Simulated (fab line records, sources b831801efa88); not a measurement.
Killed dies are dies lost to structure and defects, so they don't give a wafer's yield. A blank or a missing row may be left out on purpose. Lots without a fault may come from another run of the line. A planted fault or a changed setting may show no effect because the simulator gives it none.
Which tool did it? | flow sky130 | 13 lots, 37 wafers sampled, at 5 steps of a route of 708

WHAT THE GAUGES READ, wafer by wafer
SKY_NWELL_THK_MEAS_02.
lot  | measured    | on            | NWELL_OXIDATION_THK (nm)
L329 | day 2 13:23 | film_metro-03 | 10.11 10.13 10.10
L331 | day 2 21:31 | film_metro-03 | 10.11 10.05 9.82
L332 | day 3 00:44 | film_metro-02 | 10.16 10.28 10.18
L334 | day 3 14:29 | film_metro-02 | 9.80 10.02 9.71
L335 | day 3 18:38 | film_metro-03 | 9.97 10.08 10.01
L338 | day 4 12:06 | film_metro-01 | 9.78 9.96 9.90
L340 | day 4 23:05 | film_metro-03 | 10.01 10.21 10.09
L343 | day 5 14:50 | film_metro-02 | 10.08 9.94
L346 | day 6 05:29 | film_metro-03 | 10.04 10.14
L347 | day 6 09:50 | film_metro-03 | 9.48 9.49 9.66
L348 | day 6 18:53 | film_metro-01 | 9.95 10.07 9.85
L349 | day 6 23:17 | film_metro-01 | 9.89 9.87 9.84
L352 | day 7 11:56 | film_metro-03 | 9.83 9.87 9.81

SKY_PWDE_TW_MEAS_10.
lot  | measured    | on            | PWDE_TW
L329 | day 3 21:20 | film_metro-02 | 375.9 373.6 372.4
L331 | day 4 06:04 | film_metro-03 | 370.1 371.2 370.2
L332 | day 4 08:56 | film_metro-03 | 371.4 369.8 372.0
L334 | day 5 00:07 | film_metro-01 | 374.3 374.3 374.5
L335 | day 5 05:05 | film_metro-02 | 375.5 373.4 374.1
L338 | day 5 23:13 | film_metro-02 | 373.3 372.8 373.0
L340 | day 6 11:04 | film_metro-02 | 373.2 374.2 375.1
L343 | day 7 04:31 | film_metro-02 | 372.6 372.5
L346 | day 7 20:55 | film_metro-02 | 372.4 373.1
L347 | day 8 01:55 | film_metro-01 | 374.1 371.3 374.1
L348 | day 8 11:14 | film_metro-02 | 373.1 372.3 373.1
L349 | day 8 16:02 | film_metro-01 | 374.1 374.0 372.6
L352 | day 9 05:25 | film_metro-02 | 374.8 374.7 373.8

SKY_SONOS_TUNNEL_TW_MEAS_12.
lot  | measured     | on            | SONOS_TUNNEL_TW
L329 | day 11 10:01 | film_metro-03 | 195.8 195.9 196.2
L331 | day 11 22:44 | film_metro-02 | 198.0 197.0 197.7
L332 | day 12 02:02 | film_metro-04 | 197.3 197.0 197.6
L334 | day 13 01:03 | film_metro-04 | 199.1 198.1 199.9
L335 | day 13 07:55 | film_metro-02 | 197.4 198.2 197.8
L338 | day 14 07:18 | film_metro-02 | 196.5 195.8 195.2
L340 | day 15 02:00 | film_metro-04 | 198.8 198.2 198.8
L343 | day 16 01:09 | film_metro-04 | 179.8 198.7
L346 | day 16 23:39 | film_metro-04 | 179.9 197.0
L347 | day 17 07:43 | film_metro-04 | 198.8 198.9 199.7
L348 | day 17 20:58 | film_metro-02 | 195.3 196.6 197.4
L349 | day 18 00:43 | film_metro-03 | 196.3 194.4 195.0
L352 | day 18 19:05 | film_metro-03 | 194.3 195.0 194.9

WHICH TOOL RAN EACH LOT (tool, then ch and the chambers of the sampled wafers, then the start)
lot  | SKY_VT_ADJUST_LVTN_STRIP_09          | SKY_SONOS_TUNNEL_IMPLANT_09
L329 | plasma_asher-02 ch 1, day 6 21:11    | implanter-01 ch 0, day 11 09:35
L331 | plasma_asher-02 ch 0,1, day 7 07:44  | implanter-02 ch 0, day 11 22:21
L332 | plasma_asher-01 ch 0,1, day 7 11:28  | implanter-03 ch 0, day 12 01:39
L334 | plasma_asher-02 ch 0,1, day 8 05:28  | implanter-01 ch 0, day 13 00:38
L335 | plasma_asher-01 ch 0,1, day 8 12:05  | implanter-03 ch 0, day 13 07:32
L338 | plasma_asher-03 ch 0, day 9 08:37    | implanter-03 ch 0, day 14 06:54
L340 | plasma_asher-01 ch 0,1, day 9 23:07  | implanter-01 ch 0, day 15 01:35
L343 | plasma_asher-02 ch 1, day 10 18:42   | implanter-03 ch 0, day 16 00:36
L346 | plasma_asher-01 ch 0, day 11 13:25   | implanter-03 ch 0, day 16 23:14
L347 | plasma_asher-01 ch 0, day 11 21:22   | implanter-01 ch 0, day 17 07:18
L348 | plasma_asher-03 ch 0,1, day 12 06:46 | implanter-02 ch 0, day 17 20:28
L349 | plasma_asher-02 ch 0,1, day 12 11:58 | implanter-02 ch 0, day 18 00:17
L352 | plasma_asher-03 ch 0,1, day 13 02:22 | implanter-02 ch 0, day 18 18:38
- SKY_VT_ADJUST_LVTN_STRIP_09: strips in O2/N2.
- SKY_SONOS_TUNNEL_IMPLANT_09

WHAT THE TOOLS THEMSELVES READ (means of the sampled wafers that have a number; where no wafer has one, the mark that the record gives instead)
SKY_VT_ADJUST_LVTN_STRIP_09.
lot  | tool            | drypump_motor_current_A (A) | oes_product_au (a.u.) | strip_time_to_endpoint_s (s)
L329 | plasma_asher-02 | 5.09                        | 0.724                 | 37.13
L331 | plasma_asher-02 | 5.34                        | 0.722                 | 36.88
L332 | plasma_asher-01 | 5.47                        | 0.725                 | 36.88
L334 | plasma_asher-02 | 5.62                        | 0.723                 | 36.93
L335 | plasma_asher-01 | 5.48                        | 0.726                 | 36.94
L338 | plasma_asher-03 | 5.74                        | 0.720                 | 36.97
L340 | plasma_asher-01 | 5.41                        | 0.726                 | 36.91
L343 | plasma_asher-02 | 5.11                        | 0.722                 | 37.09
L346 | plasma_asher-01 | 5.31                        | 0.724                 | 36.77
L347 | plasma_asher-01 | 5.30                        | 0.726                 | 37.11
L348 | plasma_asher-03 | 5.64                        | 0.724                 | 37.10
L349 | plasma_asher-02 | 5.60                        | 0.723                 | 36.96
L352 | plasma_asher-03 | 5.54                        | 0.720                 | 37.17

THE ANSWER, worked out from the rows above alone
Rule: what is usual is taken from the lots themselves. Put in order of their means at a reading, lots are off if they are a third of the lots or fewer, leave a main group of 4 or more, and stand apart from it by a gap of 3 or more times the standard deviation of the main group's means; of several such gaps the widest counts. A main group whose means are all the same, to the digits that the tables above print for the reading, isn't used. A lot without any number at a reading at which 4 lots or more have one is off too. The other lots that the step has rows for count as sound. The gauges are gone through in route order, then the tools' own readings, and for those a lot's mean is taken as printed above. The first step at which some lot is off is used, and at that step the reading that is off furthest; a lot without a number counts as furthest.
Off: L343, L346, at SKY_SONOS_TUNNEL_TW_MEAS_12 (SONOS_TUNNEL_TW). The main group: mean 197.1, standard deviation 1.5.
A tool fits if, at a process step before that reading, it ran every lot that is off, and no sound lot after the first of them. The gauges at SKY_SONOS_TUNNEL_TW_MEAS_12 are tried like those tools. One fits: implanter-03 at SKY_SONOS_TUNNEL_IMPLANT_09. Its last sound lot is L338 (day 14 06:54), its first lot that is off L343 (day 16 00:36): a fault that began between those two fits.

WHAT THE SIMULATOR HAD PUT IN
Process parameter drift: implanter-03, from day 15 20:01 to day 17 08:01, at SKY_SONOS_TUNNEL_IMPLANT_09. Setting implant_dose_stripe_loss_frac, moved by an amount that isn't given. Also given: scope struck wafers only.
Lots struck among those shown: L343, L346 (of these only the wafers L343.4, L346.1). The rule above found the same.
